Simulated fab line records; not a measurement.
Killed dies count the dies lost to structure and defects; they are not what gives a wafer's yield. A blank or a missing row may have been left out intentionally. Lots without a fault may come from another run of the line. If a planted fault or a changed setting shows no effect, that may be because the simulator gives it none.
Which tool is to blame? + flow sky130 + 12 lots, 36 wafers sampled, at 4 steps of a route of 708

== WHAT THE GAUGES SHOWED, per wafer ==
SKY_POLY_GATE_THK_MEAS_01. Usual: POLY_GATE_CVD_00_THK 180.6 nm, standard deviation 1.5.
| lot  | measured     | on           | POLY_GATE_CVD_00_THK (nm) | flag |
|------|--------------|--------------|---------------------------|------|
| L164 | day 13 22:16 | filmMetro-02 | 181.7 181.6 182.0         |      |
| L168 | day 15 08:08 | filmMetro-04 | 180.8 180.4 179.5         |      |
| L167 | day 15 08:11 | filmMetro-01 | 179.0 179.8 179.3         |      |
| L169 | day 16 02:56 | filmMetro-02 | 179.1 177.7 181.2         |      |
| L170 | day 16 12:21 | filmMetro-01 | 179.8 181.0 181.1         |      |
| L173 | day 17 12:38 | filmMetro-04 | 181.1 179.9 180.8         |      |
| L177 | day 18 23:50 | filmMetro-04 | 180.7 181.1 179.8         |      |
| L180 | day 19 23:37 | filmMetro-01 | 180.4 182.0 182.3         |      |
| L185 | day 21 12:00 | filmMetro-04 | 183.0 180.7 181.1         |      |
| L184 | day 21 18:41 | filmMetro-02 | 180.5 179.8 180.1         |      |
| L186 | day 22 01:53 | filmMetro-04 | 179.7 179.0 178.3         |      |
| L187 | day 22 03:07 | filmMetro-04 | 180.9 181.0 179.4         |      |

SKY_POLY_GATE_CD_MEAS_13 targets a cd of 150 nm. Usual: cdNm 149.8 nm, standard deviation 1.2.
| lot  | measured     | on       | cdNm (nm)         | flag |
|------|--------------|----------|-------------------|------|
| L164 | day 16 07:17 | cdSem-02 | 149.1 150.0 148.9 |      |
| L168 | day 17 17:11 | cdSem-02 | 150.2 151.4 151.3 |      |
| L167 | day 17 17:04 | cdSem-01 | 151.0 149.7 150.8 |      |
| L169 | day 18 12:52 | cdSem-01 | 151.8 151.0 151.1 |      |
| L170 | day 18 23:52 | cdSem-01 | 149.5 149.2 148.6 |      |
| L173 | day 20 02:37 | cdSem-01 | 150.6 150.4 151.0 |      |
| L177 | day 21 15:41 | cdSem-02 | 148.3 149.9 149.1 |      |
| L180 | day 22 16:33 | cdSem-01 | 150.9 150.2 150.3 |      |
| L185 | day 24 02:20 | cdSem-02 | 144.3 143.9 143.1 | OFF  |
| L184 | day 24 09:18 | cdSem-01 | 148.3 151.2 150.4 |      |
| L186 | day 24 17:34 | cdSem-01 | 144.6 144.9 144.4 | OFF  |
| L187 | day 24 17:56 | cdSem-02 | 149.3 149.1 148.3 |      |

== TOOL THAT RAN EACH LOT (tool first, then ch and the chambers of the sampled wafers, then the start) ==
| lot  | SKY_SONOS_ONO_ETCH_15             | SKY_POLY_GATE_DEVELOP_12         |
|------|-----------------------------------|----------------------------------|
| L164 | rieDiel-04 ch 0,1, day 12 14:52   | lithoTrack-02 ch 0, day 16 07:00 |
| L168 | rieDiel-04 ch 1,2, day 13 23:22   | lithoTrack-02 ch 0, day 17 17:00 |
| L167 | rieDiel-01 ch 1,3, day 13 23:35   | lithoTrack-03 ch 0, day 17 16:00 |
| L169 | rieDiel-02 ch 1,2,3, day 14 09:20 | lithoTrack-03 ch 0, day 18 12:00 |
| L170 | rieDiel-01 ch 0,1, day 14 23:02   | lithoTrack-01 ch 0, day 18 23:00 |
| L173 | rieDiel-02 ch 1,2,3, day 15 14:01 | lithoTrack-03 ch 0, day 20 02:00 |
| L177 | rieDiel-02 ch 0,2,3, day 17 06:08 | lithoTrack-02 ch 0, day 21 15:00 |
| L180 | rieDiel-01 ch 0,1,3, day 18 10:23 | lithoTrack-01 ch 0, day 22 16:00 |
| L185 | rieDiel-01 ch 0,1,3, day 20 00:58 | lithoTrack-03 ch 0, day 24 02:00 |
| L184 | rieDiel-01 ch 0,2,3, day 20 04:40 | lithoTrack-01 ch 0, day 24 09:00 |
| L186 | rieDiel-02 ch 0,1, day 20 07:50   | lithoTrack-03 ch 0, day 24 17:00 |
| L187 | rieDiel-04 ch 1,2, day 20 14:14   | lithoTrack-01 ch 0, day 24 17:00 |
- SKY_SONOS_ONO_ETCH_15: etches the open film in CHF3/O2, target depth 19.52 nm, time 7.8 s.
- SKY_POLY_GATE_DEVELOP_12: develop time 60 s.

== WHAT THE TOOLS THEMSELVES READ (means of the sampled wafers that have a number; where no wafer has one, the mark that the record gives instead) ==
SKY_SONOS_ONO_ETCH_15. Usual: chf3FlowSccm 49.99 sccm, standard deviation 0.15; drypumpMotorCurrentA 5.8 A, standard deviation 0.48; oesProductAu 0.999 a.u., standard deviation 0.0089; throttleValvePct 8.825 %, standard deviation 0.0094.
| lot  | tool       | chf3FlowSccm (sccm) | drypumpMotorCurrentA (A) | oesProductAu (a.u.) | throttleValvePct (%) | flag |
|------|------------|---------------------|--------------------------|---------------------|----------------------|------|
| L164 | rieDiel-04 | 50.06               | 5.5                      | 0.996               | 8.822                |      |
| L168 | rieDiel-04 | 49.95               | 6.0                      | 0.999               | 8.831                |      |
| L167 | rieDiel-01 | 50.03               | 6.2                      | 0.998               | 8.818                |      |
| L169 | rieDiel-02 | 50.02               | 5.7                      | 0.991               | 8.831                |      |
| L170 | rieDiel-01 | 49.95               | 6.0                      | 0.998               | 8.825                |      |
| L173 | rieDiel-02 | 50.01               | 5.7                      | 1.000               | 8.830                |      |
| L177 | rieDiel-02 | 49.96               | 5.2                      | 1.006               | 8.823                |      |
| L180 | rieDiel-01 | 50.00               | 6.0                      | 0.996               | 8.830                |      |
| L185 | rieDiel-01 | 49.83               | 6.1                      | 0.999               | 8.821                |      |
| L184 | rieDiel-01 | 50.00               | 6.2                      | 0.989               | 8.828                |      |
| L186 | rieDiel-02 | 49.97               | 6.1                      | 1.002               | 8.817                |      |
| L187 | rieDiel-04 | 50.02               | 5.9                      | 0.990               | 8.814                |      |

== THE ANSWER, worked out from the rows above alone ==
Rule: a lot counts as off when the mean over its wafers that have a number is more than 3 standard deviations away from the usual mean. Also off: a lot with no number at a reading for which 4 or more lots have one. Where the step has rows for the other lots, those lots are counted as sound. The gauges are gone through in route order, then the tools' own readings, and for those a lot's mean is taken as printed above. The first step at which some lot is off is used, and at that step the reading that is off furthest; a lot without a number counts as furthest.
Off at SKY_POLY_GATE_CD_MEAS_13 (cdNm): L185, L186.
A tool fits if, at a process step before that reading, it ran every lot that is off, and no sound lot after the first of them. Those tools and the gauges at SKY_POLY_GATE_CD_MEAS_13 are tried in the same way. One candidate fits, namely lithoTrack-03 at SKY_POLY_GATE_DEVELOP_12. A fault onset in the window from L173 (day 20 02:00, its last sound lot) to L185 (day 24 02:00, its first lot off) fits.

== WHAT THE SIMULATOR PUT IN ==
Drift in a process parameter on lithoTrack-03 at SKY_POLY_GATE_DEVELOP_12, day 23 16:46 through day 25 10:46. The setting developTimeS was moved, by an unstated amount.
Lots struck among those shown: L185, L186. The rule given above showed the same thing.
